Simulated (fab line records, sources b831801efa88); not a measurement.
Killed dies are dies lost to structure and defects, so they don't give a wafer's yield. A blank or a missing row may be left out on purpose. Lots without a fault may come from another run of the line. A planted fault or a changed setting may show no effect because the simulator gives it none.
A struck lot beside a sound one | flow sky130 | 19 steps out of a route of 708
Sound: wafers L528.3, L528.4, L528.5. Struck: wafers L538.2, L538.3, L538.6. The cause comes at the end.
At each step with rows: each side's tool, then ch and its chambers, then its first start. Under that, the readings that differ: sound wafers | struck wafers | difference of the means | sigmas: that difference in standard deviations of wafers without a fault.
alike: readings whose means differ by less than 2 such deviations, and words and numbers that are the same on both sides. not compared: withheld readings, readings that some wafer has no value for, bounds like >300 that may hide the same value, and numbers for which the record gives no deviation and whose values overlap.
The two part at a step that has a row with sigmas, a row that says differs or no value, or rows on one side only. Numbers that don't overlap but have no deviation are shown without sigmas and don't part them. A reading that every wafer of one side lacks parts them only if that side has two wafers or more.

first, 6 steps without rows for these wafers: SKY_RES_XHIGH_COAT_02 (resist thk 1140 nm); SKY_RES_XHIGH_SOFTBAKE_03 (time 60 s); SKY_RES_XHIGH_EXPOSE_04 (exposes mask URPM, target cd 1270 nm); SKY_RES_XHIGH_PEB_05; SKY_RES_XHIGH_DEVELOP_06 (develop time 60 s); SKY_RES_XHIGH_IMPLANT_07.
SKY_RES_XHIGH_STRIP_08: strips in O2/N2.
  sound on plasma_asher-02 ch 0,1, day 27 05:13; struck on plasma_asher-02 ch 0,1, day 31 03:02
  alike: drypump_motor_current_A, n2_flow_sccm, oes_product_au, strip_time_to_endpoint_s
  not compared: rf_hours_counter_h
SKY_RES_XHIGH_TW_MEAS_09:
  sound on film_metro-02, day 27 05:18; struck on film_metro-01, day 31 03:08
  alike: RES_XHIGH_TW
then, 4 steps without rows for these wafers: SKY_SD_N_DEHYDRATE_00 (time 60 s); SKY_SD_N_HMDS_01 (prime time 60 s); SKY_SD_N_COAT_02 (resist thk 1140 nm); SKY_SD_N_SOFTBAKE_03 (time 60 s).
SKY_SD_N_EXPOSE_04: exposes mask NSDM, target cd 380 nm.
  sound on iline_stepper-02 ch 0, day 27 19:38; struck on iline_stepper-02 ch 0, day 31 17:07
  reading                      | sound             | struck            | difference | sigmas
  model.SD_N.overlay_x_nm (nm) | 1.334 1.334 1.334 | 312.7 312.7 312.7 | +311.4     |
  alike: mask
then, 2 steps without rows for these wafers: SKY_SD_N_PEB_05; SKY_SD_N_DEVELOP_06 (develop time 60 s).
SKY_SD_N_CD_MEAS_07: target cd 380 nm.
  sound on cd_sem-01, day 28 10:20; struck on cd_sem-01, day 32 06:51
  alike: cd_nm
SKY_SD_N_OVL_MEAS_08:
  sound on overlay-02, day 28 10:25; struck on overlay-01, day 32 06:58
  reading       | sound         | struck            | difference | sigmas
  SD_N_OVL (nm) | 0.8 -0.1 -0.3 | 310.9 311.3 312.8 | +311.5     | +99 or more
then, 1 step without rows for these wafers: SKY_SD_N_IMPLANT_09.
-- the record jumps here: 16 days lie between the struck wafers' starts before and after (it left off in module SD_N and takes up again in module PAD_OPEN, whose first step shown is number 708 of the route) --
SKY_PAD_OPEN_PROBE_99:
  the record has rows for the struck wafers here (prober-01, day 48 18:31) and none for the sound ones

WHERE THEY PART
First at SKY_SD_N_OVL_MEAS_08; last, within this record, at SKY_PAD_OPEN_PROBE_99.

WHY: what the simulator had put in
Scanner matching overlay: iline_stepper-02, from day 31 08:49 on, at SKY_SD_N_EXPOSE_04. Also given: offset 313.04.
